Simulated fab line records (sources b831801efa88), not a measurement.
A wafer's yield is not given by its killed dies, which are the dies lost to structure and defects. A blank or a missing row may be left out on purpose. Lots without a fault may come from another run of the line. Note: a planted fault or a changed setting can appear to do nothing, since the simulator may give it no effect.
What tool caused it?	flow gf180mcu	11 lots, 33 wafers sampled, at 5 steps of a route of 602

WHAT EACH GAUGE READ, for each wafer
The record holds no reading of a measuring or inspecting step that can be judged against a usual standard deviation.

WHICH TOOL RAN EACH LOT (tool, then ch and the chambers of the sampled wafers, then the start)
lot	GF_STI_ETCH_13	GF_STI_STRIP_15	GF_STI_CMP_25	GF_PSD_STRIP_10	GF_PSD_RTA_13
L549	rie_diel-03 ch 1,2, day 2 16:53	plasma_asher-02 ch 0,1, day 2 17:02	cmp-02 ch 0,1, day 2 19:46	plasma_asher-03 ch 0,1, day 15 01:52	rtp_anneal-01 ch 0, day 15 02:04
L550	rie_diel-03 ch 1,2, day 2 22:41	plasma_asher-01 ch 0,1, day 2 22:50	cmp-02 ch 0,1,2, day 3 00:47	plasma_asher-01 ch 0,1, day 15 12:07	rtp_anneal-01 ch 0, day 15 12:20
L552	rie_diel-02 ch 0,2,3, day 3 10:32	plasma_asher-01 ch 0,1, day 3 10:43	cmp-02 ch 0,1, day 3 12:32	plasma_asher-03 ch 0,1, day 16 11:13	rtp_anneal-02 ch 0, day 16 11:26
L558	rie_diel-01 ch 0,3, day 4 15:02	plasma_asher-01 ch 0,1, day 4 15:13	cmp-01 ch 0,1,3, day 4 17:07	plasma_asher-04 ch 0,1, day 18 05:29	rtp_anneal-02 ch 0, day 18 05:42
L559	rie_diel-03 ch 0,2,3, day 4 22:29	plasma_asher-01 ch 0,1, day 4 22:38	cmp-01 ch 0,2,3, day 5 00:32	plasma_asher-01 ch 0,1, day 18 21:58	rtp_anneal-02 ch 0, day 18 22:10
L563	rie_diel-02 ch 1,2,3, day 5 17:02	plasma_asher-03 ch 0,1, day 5 17:13	cmp-02 ch 1,2,3, day 5 19:29	plasma_asher-03 ch 0,1, day 19 23:20	rtp_anneal-01 ch 0, day 19 23:33
L565	rie_diel-01 ch 1,3, day 6 03:05	plasma_asher-01 ch 0,1, day 6 03:14	cmp-02 ch 1,2,3, day 6 05:33	plasma_asher-04 ch 0, day 20 13:40	rtp_anneal-02 ch 0, day 20 13:53
L566	rie_diel-02 ch 0,1,2, day 6 08:32	plasma_asher-03 ch 0,1, day 6 08:41	cmp-01 ch 1,2,3, day 6 10:50	plasma_asher-03 ch 0,1, day 20 20:49	rtp_anneal-01 ch 0, day 20 21:02
L567	rie_diel-01 ch 0,1,3, day 6 13:23	plasma_asher-03 ch 0,1, day 6 13:32	cmp-02 ch 0,1,2, day 6 15:20	plasma_asher-04 ch 0,1, day 21 05:58	rtp_anneal-02 ch 0, day 21 06:10
L568	rie_diel-01 ch 0,2, day 6 18:26	plasma_asher-01 ch 0,1, day 6 18:35	cmp-02 ch 0,1,2, day 6 20:25	plasma_asher-01 ch 0,1, day 21 17:58	rtp_anneal-02 ch 0, day 21 18:10
L569	rie_diel-01 ch 2,3, day 7 00:26	plasma_asher-01 ch 0,1, day 7 00:35	cmp-01 ch 0,2,3, day 7 05:07	plasma_asher-03 ch 0,1, day 22 08:58	rtp_anneal-02 ch 0, day 22 09:11
- GF_STI_ETCH_13: etches the open film in CHF3/O2, stops on Si, target depth 282.31 nm, time 112.9 s.
- GF_STI_STRIP_15: strips in O2/N2.
- GF_STI_CMP_25: polishes, stops on Si3N4, t overpolish 33 s, target thk 524.6 nm.
- GF_PSD_STRIP_10: strips in O2/N2.
- GF_PSD_RTA_13: time 20 s.

WHAT THE TOOLS THEMSELVES READ (means of the sampled wafers that have a number; where no wafer has one, the mark that the record gives instead)
GF_STI_ETCH_13. Usual: chamber_pressure_mTorr 40.00 mTorr, standard deviation 0.038; drypump_motor_current_A 5.7 A, standard deviation 0.48; oes_product_au 0.833 a.u., standard deviation 0.0071; throttle_valve_pct 8.812 %, standard deviation 0.0096.
lot	tool	chamber_pressure_mTorr (mTorr)	drypump_motor_current_A (A)	oes_product_au (a.u.)	throttle_valve_pct (%)	flag
L549	rie_diel-03	39.99	5.3	0.827	8.800	
L550	rie_diel-03	39.97	5.3	0.841	8.811	
L552	rie_diel-02	40.02	5.6	0.835	8.816	
L558	rie_diel-01	39.98	6.2	0.830	8.802	
L559	rie_diel-03	40.02	6.0	0.826	8.815	
L563	rie_diel-02	40.00	5.6	0.834	8.811	
L565	rie_diel-01	40.02	5.6	0.824	8.809	
L566	rie_diel-02	40.00	5.4	0.826	8.806	
L567	rie_diel-01	39.99	5.8	0.848	8.805	
L568	rie_diel-01	40.00	5.7	0.834	8.807	
L569	rie_diel-01	40.01	5.6	0.837	8.809	

GF_STI_STRIP_15. Usual: chamber_pressure_mTorr 1499.9 mTorr, standard deviation 1.3; drypump_motor_current_A 5.8 A, standard deviation 0.33; heater_power_w 332 W, standard deviation 33; n2_flow_sccm 300.1 sccm, standard deviation 0.84; oes_product_au 0.387 a.u., standard deviation 0.005; strip_time_to_endpoint_s 3.80 s, standard deviation 0.036.
lot	tool	chamber_pressure_mTorr (mTorr)	drypump_motor_current_A (A)	heater_power_w (W)	n2_flow_sccm (sccm)	oes_product_au (a.u.)	strip_time_to_endpoint_s (s)	flag
L549	plasma_asher-02	1499.2	5.7	330	300.4	0.383	3.80	
L550	plasma_asher-01	1500.4	5.6	344	300.7	0.386	3.79	
L552	plasma_asher-01	1500.9	5.8	324	299.9	0.385	3.81	
L558	plasma_asher-01	1499.4	5.8	318	300.2	0.386	3.79	
L559	plasma_asher-01	1500.5	5.8	315	299.2	0.374	3.67	OFF
L563	plasma_asher-03	1500.1	6.2	320	300.8	0.384	3.78	
L565	plasma_asher-01	1499.7	5.6	350	299.8	0.385	3.76	
L566	plasma_asher-03	1501.5	6.2	327	299.0	0.391	3.81	
L567	plasma_asher-03	1499.8	6.2	328	299.9	0.389	3.80	
L568	plasma_asher-01	1500.5	5.6	348	299.4	0.393	3.82	
L569	plasma_asher-01	1500.0	5.8	324	299.7	0.386	3.76	

GF_STI_CMP_25. Usual: motor_current_A 12.2 A, standard deviation 1.2; overpolish_run_s 32.999 s, standard deviation 0.0095; platen_rpm 60.00 rpm, standard deviation 0.042; time_to_endpoint_s 122 s, standard deviation 5.4.
lot	tool	motor_current_A (A)	overpolish_run_s (s)	platen_rpm (rpm)	time_to_endpoint_s (s)	flag
L549	cmp-02	11.8	33.000	59.99	127	
L550	cmp-02	11.6	33.003	59.99	131	
L552	cmp-02	12.1	32.996	60.00	128	
L558	cmp-01	11.9	33.001	60.01	121	
L559	cmp-01	12.9	32.992	59.99	120	
L563	cmp-02	11.5	32.994	59.98	116	
L565	cmp-02	11.5	32.999	59.99	119	
L566	cmp-01	12.3	33.012	60.01	125	
L567	cmp-02	11.1	32.998	60.01	117	
L568	cmp-02	11.4	33.001	60.02	119	
L569	cmp-01	13.1	32.991	60.02	119	

GF_PSD_STRIP_10. Usual: chamber_pressure_mTorr 1500.0 mTorr, standard deviation 1.3; drypump_motor_current_A 5.9 A, standard deviation 0.36; heater_power_w 336 W, standard deviation 28; n2_flow_sccm 300.0 sccm, standard deviation 0.88; oes_product_au 0.592 a.u., standard deviation 0.0051; strip_time_to_endpoint_s 16.517 s, standard deviation 0.029.
lot	tool	chamber_pressure_mTorr (mTorr)	drypump_motor_current_A (A)	heater_power_w (W)	n2_flow_sccm (sccm)	oes_product_au (a.u.)	strip_time_to_endpoint_s (s)	flag
L549	plasma_asher-03	1499.7	6.0	327	300.4	0.592	16.519	
L550	plasma_asher-01	1500.7	5.8	325	300.8	0.594	16.539	
L552	plasma_asher-03	1499.7	6.2	325	300.0	0.591	16.504	
L558	plasma_asher-04	1498.3	5.8	334	299.4	0.593	16.538	
L559	plasma_asher-01	1501.2	5.6	350	299.9	0.591	16.486	
L563	plasma_asher-03	1501.0	6.0	333	300.5	0.593	16.503	
L565	plasma_asher-04	1500.5	5.5	311	300.6	0.593	16.547	
L566	plasma_asher-03	1498.9	6.0	331	301.5	0.590	16.516	
L567	plasma_asher-04	1499.2	6.0	363	300.5	0.589	16.511	
L568	plasma_asher-01	1499.0	5.6	347	300.1	0.591	16.504	
L569	plasma_asher-03	1499.1	6.0	330	300.0	0.589	16.512	

GF_PSD_RTA_13. Usual: anneal_temp_c_max 1029.0, standard deviation 0.78; lamp_power_pct 34.1 %, standard deviation 0.46; wafer_temp_C_max 1028.5, standard deviation 0.99.
lot	tool	anneal_temp_c_max	lamp_power_pct (%)	wafer_temp_C_max	flag
L549	rtp_anneal-01	1029.5	33.7	1028.0	
L550	rtp_anneal-01	1028.5	33.7	1030.2	
L552	rtp_anneal-02	1029.1	34.6	1027.6	
L558	rtp_anneal-02	1028.6	34.6	1028.0	
L559	rtp_anneal-02	1028.6	34.6	1027.9	
L563	rtp_anneal-01	1029.4	33.7	1029.2	
L565	rtp_anneal-02	1028.6	34.6	1027.5	
L566	rtp_anneal-01	1029.3	33.7	1029.3	
L567	rtp_anneal-02	1029.4	34.6	1027.7	
L568	rtp_anneal-02	1028.8	34.7	1027.2	
L569	rtp_anneal-02	1029.8	34.6	1027.5	

THE ANSWER, worked out from the rows above alone
Rule: a lot counts as off when the mean over its wafers that have a number is more than 3 standard deviations away from the usual mean. A lot without any number at a reading at which 4 lots or more have one is off too. Any other lot the step has rows for is counted as sound. Order of review: gauges by route order, followed by the tools' own readings, for which a lot's mean as printed above is used. The first step at which some lot is off is used, and at that step the reading that is off furthest; a lot without a number counts as furthest.
Off: L559 (GF_STI_STRIP_15, strip_time_to_endpoint_s).
If a tool, at that step or one of the process steps before it, ran each lot that is off and ran no sound lot following the first of them, it fits. One candidate fits, namely rie_diel-03 at GF_STI_ETCH_13. A fault onset in the window from L550 (day 2 22:41, its last sound lot) to L559 (day 4 22:29, its first lot off) fits.

WHAT THE SIMULATOR HAD INSERTED
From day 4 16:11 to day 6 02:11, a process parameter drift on rie_diel-03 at GF_STI_ETCH_13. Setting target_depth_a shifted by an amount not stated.
Shown lots that were struck: L559. This agrees with what the rule above found.
